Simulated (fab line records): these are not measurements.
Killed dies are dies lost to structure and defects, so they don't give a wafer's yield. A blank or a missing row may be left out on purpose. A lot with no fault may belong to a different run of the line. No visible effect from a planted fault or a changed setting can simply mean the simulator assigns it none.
fab line records	flow gf180mcu	part 1 of 2: steps 1 to 28 of 40
record: lots: 5	wafers: 15	lastDay: 34
route steps=602 shown HV_LDD@209 NSD@235 PSD@248
lots that met no fault: taken from a fault-free run of the same line
startH: start of the lot's first displayed wafer, in hours after the record's first day	waitH: hours since the lot's step before	" as in the row above	L1.1+2: a row that stands for several wafers	- no value present, or no start provided	* or withheld: withheld	< > ~ a bound
route shown NAME@n: a module of which the file shows steps, and the number in the route of the first	usual: mean/standard deviation of fault-free wafers	same: alike in all rows	chamber/n: place in a boat	sites: each site's reading	_std_site: standard deviation across them	_edge_site: the outer-site mean with the inner-site mean subtracted	radiusMm: for every site, how far away it sits from the centre of the wafer	mask NAME#n: copy n	behind: the tool/chamber that last shaped the wafer	hold: why the lot went on hold/how many hours it stayed there/how the hold came to an end	device: the transistor (n, p or np) that didn't switch	end of line: the same wafers' tests at the end of the route	step lacking rows: just its recipe	killed: dies lost to structure and defects at the first sort, not the wafer's yield	map: a wafer's dies, marking killed ones x, the rest . and places with no die _
set.NAME: setting as actually run; set.NAME@STEP: the setting as run at that earlier step	model.NAME: the simulator's own value behind a step, which no gauge read
lots at some steps of the route; a table a step, a row a wafer
services: when a tool's chamber went out of use (startH, in hours from the record's first day, below 0 if earlier), for how many hours, and the reason
== steps ==
step: GF_HV_LDD_IMPLANT_33
recipe: species: P	energyKev: 60	doseCm2: 7.5e+12	tiltDeg: 30	rotationDeg: 0
usual: beamOnS: 10.00/0.2
same: implantIonAmu: 31
lot.wafer	tool	chamber	startH	waitH	beamOnS
L082.2	implanter-04	0	314.58	0.0	9.94
L082.4	"	0	"	"	10.08
L082.5	"	0	"	"	9.62
L083.2	implanter-01	0	320.53	0.0	9.98
L083.4	"	0	"	"	10.09
L083.5	"	0	"	"	9.82
L086.4	implanter-01	0	349.06	0.1	10.26
L086.5	"	0	"	"	10.00
L086.6	"	0	"	"	10.07
L090.1	implanter-01	0	385.33	0.0	10.11
L090.2	"	0	"	"	10.11
L090.4	"	0	"	"	10.10
L097.1	implanter-04	0	436.33	0.0	10.09
L097.2	"	0	"	"	10.16
L097.3	"	0	"	"	10.18
step: GF_HV_LDD_IMPLANT_34
recipe: species: P	energyKev: 60	doseCm2: 7.5e+12	tiltDeg: 30	rotationDeg: 90
usual: beamOnS: 10.01/0.21
same: implantIonAmu: 31
lot.wafer	tool	chamber	startH	waitH	beamOnS
L082.2	implanter-04	0	314.73	0.1	9.98
L082.4	"	0	"	"	9.95
L082.5	"	0	"	"	9.98
L083.2	implanter-01	0	320.68	0.1	10.28
L083.4	"	0	"	"	9.79
L083.5	"	0	"	"	10.12
L086.4	implanter-01	0	349.21	0.1	9.71
L086.5	"	0	"	"	10.04
L086.6	"	0	"	"	10.07
L090.1	implanter-01	0	385.48	0.1	9.96
L090.2	"	0	"	"	9.92
L090.4	"	0	"	"	9.77
L097.1	implanter-04	0	436.48	0.1	9.80
L097.2	"	0	"	"	10.26
L097.3	"	0	"	"	9.86
step: GF_HV_LDD_IMPLANT_35
recipe: species: P	energyKev: 60	doseCm2: 7.5e+12	tiltDeg: 30	rotationDeg: 180
usual: beamOnS: 9.99/0.18
same: implantIonAmu: 31
lot.wafer	tool	chamber	startH	waitH	beamOnS
L082.2	implanter-04	0	314.88	0.1	10.26
L082.4	"	0	"	"	10.06
L082.5	"	0	"	"	9.68
L083.2	implanter-01	0	320.83	0.1	9.57
L083.4	"	0	"	"	9.84
L083.5	"	0	"	"	9.93
L086.4	implanter-01	0	349.36	0.1	10.07
L086.5	"	0	"	"	10.27
L086.6	"	0	"	"	9.73
L090.1	implanter-01	0	385.63	0.1	10.26
L090.2	"	0	"	"	9.78
L090.4	"	0	"	"	10.23
L097.1	implanter-04	0	436.63	0.1	9.83
L097.2	"	0	"	"	10.07
L097.3	"	0	"	"	9.86
step: GF_HV_LDD_IMPLANT_36
recipe: species: P	energyKev: 60	doseCm2: 7.5e+12	tiltDeg: 30	rotationDeg: 270
usual: beamOnS: 9.99/0.19
same: implantIonAmu: 31
lot.wafer	tool	chamber	startH	waitH	beamOnS
L082.2	implanter-04	0	315.03	0.1	9.75
L082.4	"	0	"	"	10.29
L082.5	"	0	"	"	9.81
L083.2	implanter-01	0	320.98	0.1	10.27
L083.4	"	0	"	"	9.75
L083.5	"	0	"	"	10.06
L086.4	implanter-01	0	349.51	0.1	10.44
L086.5	"	0	"	"	10.11
L086.6	"	0	"	"	10.24
L090.1	implanter-01	0	385.78	0.1	9.87
L090.2	"	0	"	"	10.09
L090.4	"	0	"	"	10.19
L097.1	implanter-04	0	436.78	0.1	9.86
L097.2	"	0	"	"	10.02
L097.3	"	0	"	"	10.28
step: GF_HV_LDD_STRIP_37
recipe: chemistry: O2/N2	powerW: 1400	pressureMtorr: 1500	platenTempC: 250	o2FlowSccm: 3000	n2FlowSccm: 300	overashFraction: 0.5
usual: chamberPressureMTorr: 1500.0/1.4	drypumpMotorCurrentA: 5.7/0.31	heaterPowerW: 344/29	oesProductAu: 0.717/0.0047	stripTimeToEndpointS: 12.62/0.037
lot.wafer	tool	chamber	startH	waitH	chamberPressureMTorr	drypumpMotorCurrentA	heaterPowerW	oesProductAu	rfHoursCounterH	stripTimeToEndpointS
L082.2	plasmaAsher-04	0	315.16	0.1	1497.7	5.5	347	0.715	67	12.58
L082.4	"	0	"	"	1500.0	5.5	341	0.715	-	12.59
L082.5	"	0	"	"	1501.0	5.5	351	0.715	-	12.58
L083.2	plasmaAsher-04	0	321.11	0.1	1498.4	5.5	350	0.711	68	12.62
L083.4	"	1	"	"	1499.3	5.5	345	0.725	-	12.62
L083.5	"	1	"	"	1499.8	5.4	338	0.715	-	12.64
L086.4	plasmaAsher-02	0	349.62	0.1	1501.0	6.2	306	0.709	-	12.66
L086.5	"	0	"	"	1501.3	6.1	311	0.716	-	12.67
L086.6	"	1	"	"	1500.3	5.3	337	0.715	-	12.67
L090.1	plasmaAsher-04	0	385.93	0.1	1499.0	5.5	341	0.718	75	12.59
L090.2	"	1	"	"	1498.6	5.5	341	0.715	75	12.63
L090.4	"	0	"	"	1500.1	5.5	340	0.722	-	12.64
L097.1	plasmaAsher-04	0	436.93	0.1	1499.5	5.5	345	0.715	80	12.50
L097.2	"	1	"	"	1500.6	5.4	338	0.717	80	12.55
L097.3	"	0	"	"	1498.0	5.5	343	0.719	-	12.54
step: GF_HV_LDD_TW_MEAS_38
usual: HV_LDD_3_TW: 1423/12
lot.wafer	tool	chamber	startH	waitH	HV_LDD_3_TW
L082.2	filmMetro-02	-	315.27	0.1	1436
L082.4	"	-	"	"	1443
L082.5	"	-	"	"	1439
L083.2	filmMetro-01	-	321.22	0.1	1435
L083.4	"	-	"	"	1440
L083.5	"	-	"	"	1438
L086.4	filmMetro-02	-	349.71	0.1	1427
L086.5	"	-	"	"	1422
L086.6	"	-	"	"	1427
L090.1	filmMetro-03	-	386.03	0.1	1408
L090.2	"	-	"	"	1414
L090.4	"	-	"	"	1408
L097.1	filmMetro-03	-	437.03	0.1	1412
L097.2	"	-	"	"	1416
L097.3	"	-	"	"	1408
step: GF_HV_LDD_DEHYDRATE_39
recipe: tempC: 200	timeS: 60
lot.wafer	tool	chamber	startH	waitH
L082.2+4+5	lithoTrack-02	0	325.63	10.3
L083.2+4+5	lithoTrack-01	0	331.60	10.4
L086.4+5+6	lithoTrack-04	0	360.53	10.8
L090.1+2+4	lithoTrack-02	0	396.75	10.7
L097.1+2+3	lithoTrack-04	0	448.00	11.0
step: GF_HV_LDD_HMDS_40
recipe: primeTimeS: 60	primeTempC: 120
lot.wafer	tool	chamber	startH	waitH
L082.2+4+5	lithoTrack-02	0	325.78	0.1
L083.2+4+5	lithoTrack-01	0	331.75	0.1
L086.4+5+6	lithoTrack-04	0	360.68	0.1
L090.1+2+4	lithoTrack-02	0	396.90	0.1
L097.1+2+3	lithoTrack-04	0	448.15	0.1
step: GF_HV_LDD_COAT_41
recipe: resist: NOVOLAK	spinRpm: 3000	resistThkNm: 1000
lot.wafer	tool	chamber	startH	waitH
L082.2+4+5	lithoTrack-02	0	325.93	0.1
L083.2+4+5	lithoTrack-01	0	331.90	0.1
L086.4+5+6	lithoTrack-04	0	360.83	0.1
L090.1+2+4	lithoTrack-02	0	397.05	0.1
L097.1+2+3	lithoTrack-04	0	448.30	0.1
step: GF_HV_LDD_SOFTBAKE_42
recipe: tempC: 90	timeS: 60	resist: NOVOLAK
lot.wafer	tool	chamber	startH	waitH
L082.2+4+5	lithoTrack-02	0	326.08	0.1
L083.2+4+5	lithoTrack-01	0	332.05	0.1
L086.4+5+6	lithoTrack-04	0	360.98	0.1
L090.1+2+4	lithoTrack-02	0	397.20	0.1
L097.1+2+3	lithoTrack-04	0	448.45	0.1
step: GF_HV_LDD_EXPOSE_43
recipe: maskId: Pplus_HV_AREA	targetCdNm: 400	na: 0.6	sourceShape: conventional	sigmaOuter: 0.6	doseMj: 140
same: na: 0.6
lot.wafer	tool	chamber	startH	waitH	mask
L082.2+4+5	ilineStepper-02	0	-	-	Pplus_HV_AREA#0
L083.2+4+5	ilineStepper-02	0	-	-	Pplus_HV_AREA#0
L086.4+5+6	ilineStepper-02	0	-	-	Pplus_HV_AREA#0
L090.1+2+4	ilineStepper-02	0	-	-	Pplus_HV_AREA#0
L097.1+2+3	ilineStepper-02	0	-	-	Pplus_HV_AREA#0
step: GF_HV_LDD_PEB_44
recipe: tempC: withheld	timeS: *	resist: NOVOLAK
lot.wafer	tool	chamber	startH	waitH
L082.2+4+5	lithoTrack-01	0	-	-
L083.2+4+5	lithoTrack-01	0	-	-
L086.4+5+6	lithoTrack-02	0	-	-
L090.1+2+4	lithoTrack-02	0	-	-
L097.1+2+3	lithoTrack-02	0	-	-
step: GF_HV_LDD_DEVELOP_45
recipe: developTimeS: 60	devTempC: 23
lot.wafer	tool	chamber	startH	waitH
L082.2+4+5	lithoTrack-01	0	336.65	0.1
L083.2+4+5	lithoTrack-01	0	342.35	0.1
L086.4+5+6	lithoTrack-02	0	371.72	0.1
L090.1+2+4	lithoTrack-02	0	409.10	0.1
L097.1+2+3	lithoTrack-02	0	460.85	0.1
step: GF_HV_LDD_CD_MEAS_46
recipe: targetCdNm: 400
usual: cdNm: 400.4/2.4
lot.wafer	tool	chamber	startH	waitH	cdNm
L082.2	cdSem-01	-	336.79	0.1	399.3
L082.4	"	-	"	"	399.7
L082.5	"	-	"	"	400.7
L083.2	cdSem-02	-	342.49	0.1	396.9
L083.4	"	-	"	"	398.5
L083.5	"	-	"	"	398.0
L086.4	cdSem-01	-	371.86	0.1	398.1
L086.5	"	-	"	"	399.4
L086.6	"	-	"	"	399.8
L090.1	cdSem-02	-	409.25	0.1	397.7
L090.2	"	-	"	"	399.3
L090.4	"	-	"	"	398.8
L097.1	cdSem-01	-	461.00	0.1	400.6
L097.2	"	-	"	"	403.3
L097.3	"	-	"	"	401.6
step: GF_HV_LDD_OVL_MEAS_47
usual: HV_LDD_03_OVL: 0.6/1.5
lot.wafer	tool	chamber	startH	waitH	HV_LDD_03_OVL[nm]
L082.2	overlay-02	-	336.90	0.1	0.6
L082.4	"	-	"	"	2.3
L082.5	"	-	"	"	1.5
L083.2	overlay-01	-	342.60	0.1	1.7
L083.4	"	-	"	"	2.7
L083.5	"	-	"	"	0.2
L086.4	overlay-01	-	371.94	0.1	0.2
L086.5	"	-	"	"	1.0
L086.6	"	-	"	"	-0.5
L090.1	overlay-02	-	409.37	0.1	-2.4
L090.2	"	-	"	"	-2.8
L090.4	"	-	"	"	-2.0
L097.1	overlay-01	-	461.12	0.1	-1.0
L097.2	"	-	"	"	0.1
L097.3	"	-	"	"	0.3
step: GF_HV_LDD_IMPLANT_48
recipe: species: B	energyKev: 25	doseCm2: 3e+13	tiltDeg: 7
usual: beamOnS: 10.00/0.19
same: implantIonAmu: 11
lot.wafer	tool	chamber	startH	waitH	beamOnS
L082.2	implanter-02	0	336.96	0.0	10.11
L082.4	"	0	"	"	10.09
L082.5	"	0	"	"	9.95
L083.2	implanter-04	0	342.66	0.0	10.07
L083.4	"	0	"	"	9.78
L083.5	"	0	"	"	9.83
L086.4	implanter-02	0	372.03	0.1	10.04
L086.5	"	0	"	"	10.03
L086.6	"	0	"	"	10.60
L090.1	implanter-02	0	409.40	0.0	10.05
L090.2	"	0	"	"	10.18
L090.4	"	0	"	"	10.32
L097.1	implanter-01	0	461.15	0.0	10.15
L097.2	"	0	"	"	10.31
L097.3	"	0	"	"	10.38
step: GF_HV_LDD_STRIP_49
recipe: chemistry: O2/N2	powerW: 1400	pressureMtorr: 1500	platenTempC: 250	o2FlowSccm: 3000	n2FlowSccm: 300	overashFraction: 0.5
usual: chamberPressureMTorr: 1500.1/1.3	drypumpMotorCurrentA: 5.7/0.32	heaterPowerW: 343/30	oesProductAu: 0.716/0.0042	stripTimeToEndpointS: 12.63/0.031
lot.wafer	tool	chamber	startH	waitH	chamberPressureMTorr	drypumpMotorCurrentA	heaterPowerW	oesProductAu	rfHoursCounterH	stripTimeToEndpointS
L082.2	plasmaAsher-01	1	337.08	0.1	1500.1	6.1	387	0.717	24	12.59
L082.4	"	0	"	"	1499.5	5.6	328	0.712	-	12.59
L082.5	"	0	"	"	1500.0	5.6	331	0.709	-	12.59
L083.2	plasmaAsher-01	1	342.78	0.1	1497.6	6.1	398	0.716	25	12.66
L083.4	"	1	"	"	1498.4	6.1	402	0.721	-	12.63
L083.5	"	0	"	"	1499.2	5.6	330	0.718	-	12.64
L086.4	plasmaAsher-04	1	372.14	0.1	1501.2	5.5	341	0.713	-	12.66
L086.5	"	1	"	"	1500.5	5.5	341	0.722	-	12.62
L086.6	"	0	"	"	1500.8	5.5	339	0.717	-	12.62
L090.1	plasmaAsher-02	1	409.55	0.1	1499.0	5.3	333	0.720	82	12.62
L090.2	"	0	"	"	1500.4	6.2	299	0.713	82	12.66
L090.4	"	0	"	"	1502.9	6.2	301	0.717	-	12.59
L097.1	plasmaAsher-02	0	461.30	0.1	1498.6	6.2	306	0.720	3	12.62
L097.2	"	1	"	"	1498.6	5.3	329	0.721	3	12.62
L097.3	"	1	"	"	1498.5	5.4	336	0.718	-	12.62
step: GF_HV_LDD_TW_MEAS_50
usual: HV_LDD_4_TW: 566/4.1
lot.wafer	tool	chamber	startH	waitH	HV_LDD_4_TW
L082.2	filmMetro-03	-	337.19	0.1	565
L082.4	"	-	"	"	559
L082.5	"	-	"	"	557
L083.2	filmMetro-01	-	342.89	0.1	570
L083.4	"	-	"	"	568
L083.5	"	-	"	"	567
L086.4	filmMetro-01	-	372.24	0.1	571
L086.5	"	-	"	"	571
L086.6	"	-	"	"	568
L090.1	filmMetro-02	-	409.65	0.1	565
L090.2	"	-	"	"	567
L090.4	"	-	"	"	568
L097.1	filmMetro-01	-	461.40	0.1	566
L097.2	"	-	"	"	563
L097.3	"	-	"	"	565
step: GF_HV_LDD_CLEAN_51
recipe: chemistry: SC1/SC2	mix: 1:4:20	tempC: 70	timeS: 150	dry: n2Spin
lot.wafer	tool	chamber	startH	waitH
L082.2+4+5	wetBench-03	3	337.24	0.0
L083.2+4+5	wetBench-02	0	342.94	0.0
L086.4+5+6	wetBench-02	0	372.27	0.0
L090.1+2+4	wetBench-02	1	409.71	0.1
L097.1+2+3	wetBench-03	2	461.46	0.1
step: GF_HV_LDD_RTA_52
recipe: tempC: 1000	timeS: 10.27	ambient: N2
usual: lampPowerPct: 31.1/0.99	wafer_temp_C_max: 1005.2/2.7
lot.wafer	tool	chamber	startH	waitH	lampPowerPct	wafer_temp_C_max
L082.2	rtpAnneal-02	0	337.31	0.0	30.1	1007.1
L082.4	"	0	"	"	30.1	1009.6
L082.5	"	0	"	"	30.1	1009.2
L083.2	rtpAnneal-01	0	343.00	0.0	32.1	1002.9
L083.4	"	0	"	"	32.0	1002.8
L083.5	"	0	"	"	32.0	1002.2
L086.4	rtpAnneal-01	0	372.35	0.0	32.1	1002.9
L086.5	"	0	"	"	32.1	1002.5
L086.6	"	0	"	"	32.1	1002.2
L090.1	rtpAnneal-01	0	409.76	0.0	32.1	1002.5
L090.2	"	0	"	"	32.1	1002.4
L090.4	"	0	"	"	32.0	1002.1
L097.1	rtpAnneal-02	0	461.51	0.0	30.1	1005.5
L097.2	"	0	"	"	30.1	1007.8
L097.3	"	0	"	"	30.1	1007.3
step: GF_HV_LDD_RS_MEAS_53
recipe: thkMeasGauge: four-point-probe
usual: HV_LDD_RS: 418.5/0.93
lot.wafer	tool	chamber	startH	waitH	HV_LDD_RS[ohm/sq]
L082.2	filmMetro-03	-	337.38	0.1	415.9
L082.4	"	-	"	"	418.1
L082.5	"	-	"	"	417.5
L083.2	filmMetro-03	-	343.08	0.1	419.0
L083.4	"	-	"	"	418.9
L083.5	"	-	"	"	418.5
L086.4	filmMetro-03	-	372.44	0.1	419.3
L086.5	"	-	"	"	418.8
L086.6	"	-	"	"	418.4
L090.1	filmMetro-02	-	409.83	0.1	417.5
L090.2	"	-	"	"	417.3
L090.4	"	-	"	"	417.6
L097.1	filmMetro-03	-	461.58	0.1	417.5
L097.2	"	-	"	"	418.8
L097.3	"	-	"	"	417.9
step: GF_HV_LDD_CVD_54
recipe: material: SiO2	targetThkNm: 10	precursor: TEOS	tempC: 680	timeS: 75	pressureMtorr: 400
usual: susceptorTempC: 680.0/0.34
lot.wafer	tool	chamber	startH	waitH	susceptorTempC
L082.2	lpcvd-02	0	337.48	0.1	679.6
L082.4	"	0	"	"	679.8
L082.5	"	0	"	"	680.0
L083.2	lpcvd-01	0	343.18	0.1	680.5
L083.4	"	0	"	"	680.8
L083.5	"	0	"	"	680.3
L086.4	lpcvd-01	0	372.50	0.0	680.0
L086.5	"	0	"	"	680.3
L086.6	"	0	"	"	679.7
L090.1	lpcvd-01	0	409.95	0.1	680.2
L090.2	"	0	"	"	680.5
L090.4	"	0	"	"	680.6
L097.1	lpcvd-02	0	461.70	0.1	680.2
L097.2	"	0	"	"	680.1
L097.3	"	0	"	"	680.3
step: GF_HV_LDD_THK_MEAS_55
recipe: reads: SiO2_of_HV_LDD_CVD_54
usual: HV_LDD_CVD_54_THK: 10.04/0.16
lot.wafer	tool	chamber	startH	waitH	HV_LDD_CVD_54_THK[nm]
L082.2	filmMetro-01	-	338.51	0.0	10.10
L082.4	"	-	"	"	10.06
L082.5	"	-	"	"	10.18
L083.2	filmMetro-02	-	344.21	0.0	9.89
L083.4	"	-	"	"	9.93
L083.5	"	-	"	"	9.97
L086.4	filmMetro-02	-	373.55	0.0	10.00
L086.5	"	-	"	"	10.09
L086.6	"	-	"	"	10.03
L090.1	filmMetro-01	-	411.01	0.0	10.10
L090.2	"	-	"	"	9.91
L090.4	"	-	"	"	9.99
L097.1	filmMetro-03	-	463.23	0.0	9.94
L097.2	"	-	"	"	10.03
L097.3	"	-	"	"	10.04
step: GF_HV_LDD_CVD_56
recipe: material: Si3N4	precursor: DCS/NH3	targetThkNm: 90	tempC: 770	timeS: 1543	pressureMtorr: 250
usual: susceptorTempC: 770.0/0.33
lot.wafer	tool	chamber	startH	waitH	susceptorTempC
L082.2	lpcvd-02	0	338.56	0.0	769.4
L082.4	"	0	"	"	769.3
L082.5	"	0	"	"	769.3
L083.2	lpcvd-02	0	344.26	0.0	770.7
L083.4	"	0	"	"	770.2
L083.5	"	0	"	"	770.0
L086.4	lpcvd-01	0	373.58	0.0	770.4
L086.5	"	0	"	"	769.5
L086.6	"	0	"	"	770.2
L090.1	lpcvd-01	1	411.07	0.1	770.0
L090.2	"	1	"	"	770.5
L090.4	"	1	"	"	770.3
L097.1	lpcvd-01	1	463.29	0.1	770.3
L097.2	"	1	"	"	769.8
L097.3	"	1	"	"	769.8
step: GF_HV_LDD_THK_MEAS_57
recipe: reads: Si3N4_of_HV_LDD_CVD_56
usual: HV_LDD_CVD_56_THK: 90.1/0.65
lot.wafer	tool	chamber	startH	waitH	HV_LDD_CVD_56_THK[nm]
L082.2	filmMetro-01	-	340.00	0.0	90.3
L082.4	"	-	"	"	90.5
L082.5	"	-	"	"	90.3
L083.2	filmMetro-02	-	345.70	0.0	90.6
L083.4	"	-	"	"	90.4
L083.5	"	-	"	"	89.8
L086.4	filmMetro-02	-	375.04	0.0	91.0
L086.5	"	-	"	"	91.3
L086.6	"	-	"	"	91.2
L090.1	filmMetro-02	-	412.50	0.0	89.8
L090.2	"	-	"	"	89.6
L090.4	"	-	"	"	90.4
L097.1	filmMetro-01	-	464.72	0.0	90.5
L097.2	"	-	"	"	91.0
L097.3	"	-	"	"	90.7
step: GF_HV_LDD_ETCHBACK_58
recipe: chemistry: CH3F/O2	target: Si3N4	stopOn: SiO2	sourceW: 400	biasW: 80	pressureMtorr: 25	ch3fFlowSccm: 40	O2_flow_sccm: 30	timeS: 100	targetDepthA: 900
usual: O2_flow_sccm: 30.00/0.093	chamberPressureMTorr: 25.001/0.023	drypumpMotorCurrentA: 5.9/0.48	oesProductAu: 0.843/0.0055	throttleValvePct: 10.562/0.0094
lot.wafer	tool	chamber	startH	waitH	O2_flow_sccm	chamberPressureMTorr	drypumpMotorCurrentA	oesProductAu	rfHoursCounterH	throttleValvePct
L082.2	rieDiel-01	3	340.05	0.0	30.08	25.015	6.5	0.847	0	10.563
L082.4	"	1	"	"	30.11	24.992	6.5	0.848	86	10.566
L082.5	"	2	"	"	29.98	24.978	5.8	0.845	-	10.567
L083.2	rieDiel-02	0	345.75	0.0	30.05	24.956	5.1	0.844	74	10.549
L083.4	"	2	"	"	30.01	25.008	6.5	0.840	123	10.568
L083.5	"	0	"	"	29.96	24.970	5.1	0.833	-	10.575
L086.4	rieDiel-04	3	375.07	0.0	30.03	25.003	5.1	0.841	88	10.571
L086.5	"	3	"	"	30.08	25.010	5.2	0.840	-	10.556
L086.6	"	0	"	"	30.09	25.004	6.1	0.855	-	10.558
L090.1	rieDiel-02	3	412.56	0.1	29.98	25.046	6.0	0.837	51	10.562
L090.2	"	1	"	"	30.07	25.012	5.3	0.845	13	10.569
L090.4	"	0	"	"	30.07	24.995	5.1	0.844	76	10.544
L097.1	rieDiel-01	2	464.78	0.1	30.09	25.018	5.8	0.853	102	10.572
L097.2	"	0	"	"	30.00	24.977	5.6	0.845	60	10.555
L097.3	"	3	"	"	29.98	24.973	6.5	0.842	4	10.555
step: GF_NSD_DEHYDRATE_00
recipe: tempC: 200	timeS: 60
lot.wafer	tool	chamber	startH	waitH
L082.2+4+5	lithoTrack-03	0	351.09	11.0
L083.2+4+5	lithoTrack-04	0	355.93	10.1
L086.4+5+6	lithoTrack-02	0	385.07	10.0
L090.1+2+4	lithoTrack-03	0	424.11	11.5
L097.1+2+3	lithoTrack-04	0	476.10	11.3
step: GF_NSD_HMDS_01
recipe: primeTimeS: 60	primeTempC: 120
lot.wafer	tool	chamber	startH	waitH
L082.2+4+5	lithoTrack-03	0	351.24	0.1
L083.2+4+5	lithoTrack-04	0	356.08	0.1
L086.4+5+6	lithoTrack-02	0	385.22	0.1
L090.1+2+4	lithoTrack-03	0	424.26	0.1
L097.1+2+3	lithoTrack-04	0	476.25	0.1
